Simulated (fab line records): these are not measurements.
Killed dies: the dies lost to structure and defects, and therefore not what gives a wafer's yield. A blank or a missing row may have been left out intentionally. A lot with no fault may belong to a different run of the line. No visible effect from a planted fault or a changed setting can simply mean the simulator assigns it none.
Chamber matching + flow sfq line + rie diel-02 running SFQ_TRILAYER_I0_VIA_BARC_OPEN_VIA_ETCH_046: 4 sister chambers
The step etches BARC in O2, target depth 125 nm, time 41.7 s. 14 wafers are shown with their chamber, then 7 later ones without.

## EACH WAFER AND ITS CHAMBER
| wafer  | chamber | drypump motor current A (A) | oes product au (a.u.) |
|--------|---------|-----------------------------|-----------------------|
| L593.1 | 1       | 5.5                         | 0.680                 |
| L593.3 | 0       | 6.1                         | 0.680                 |
| L593.4 | 2       | 5.8                         | 0.684                 |
| L596.1 | 3       | 5.8                         | 0.681                 |
| L596.2 | 2       | 5.8                         | 0.684                 |
| L596.5 | 2       | 5.8                         | 0.692                 |
| L599.1 | 0       | 6.0                         | 0.683                 |
| L599.2 | 1       | 5.4                         | 0.686                 |
| L599.4 | 2       | 5.8                         | 0.683                 |
| L601.3 | 0       | 6.1                         | 0.676                 |
| L601.4 | 1       | 5.4                         | 0.692                 |
| L601.5 | 1       | 5.4                         | 0.684                 |
| L602.4 | 2       | 5.8                         | 0.685                 |
| L602.5 | 3       | 5.8                         | 0.695                 |

SIGNATURES (averages over the wafers above)
| reading                 | chamber 0 | chamber 1 | chamber 2 | chamber 3 | scatter within a chamber |
|-------------------------|-----------|-----------|-----------|-----------|--------------------------|
| drypump motor current A | 6.067     | 5.425     | 5.800     | 5.800     | 0.0376                   |
| oes product au          | 0.67967   | 0.68550   | 0.68560   | 0.68800   | 0.00501                  |
Rule: for a wafer and a chamber, the distance is found by dividing, reading by reading, the gap between the wafer's reading and the chamber's mean by the reading's scatter, squaring, summing and taking the root. If the next closest chamber is less than 2 further off than the closest, the wafer can't be placed; otherwise it belongs to the closest. The scatter: take each reading less its chamber's mean, square it, sum over the shown wafers, divide by the number of wafers less the number of chambers, and take the root.

## WAFERS MISSING THEIR CHAMBER
| wafer  | drypump motor current A (A) | oes product au (a.u.) |
|--------|-----------------------------|-----------------------|
| L602.6 | 5.8                         | 0.689                 |
| L615.2 | 5.8                         | 0.687                 |
| L615.4 | 6.1                         | 0.688                 |
| L615.6 | 5.4                         | 0.693                 |
| L616.1 | 5.4                         | 0.689                 |
| L616.3 | 5.8                         | 0.683                 |
| L616.5 | 5.9                         | 0.685                 |

## THE CHAMBER EACH PASSED THROUGH
| wafer  | from the rows above          | in truth |
|--------|------------------------------|----------|
| L602.6 | can't be placed: 3 or 2      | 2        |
| L615.2 | can't be placed: 3 or 2      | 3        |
| L615.4 | 0                            | 0        |
| L615.6 | 1                            | 1        |
| L616.1 | 1                            | 1        |
| L616.3 | can't be placed: 2 or 3      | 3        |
| L616.5 | can't be placed: 2 or 3 or 0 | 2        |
Correctly placed: 3 of 7. Not placeable from these rows: 4 (in 4, the candidates include the true chamber). Wrongly placed: 0.
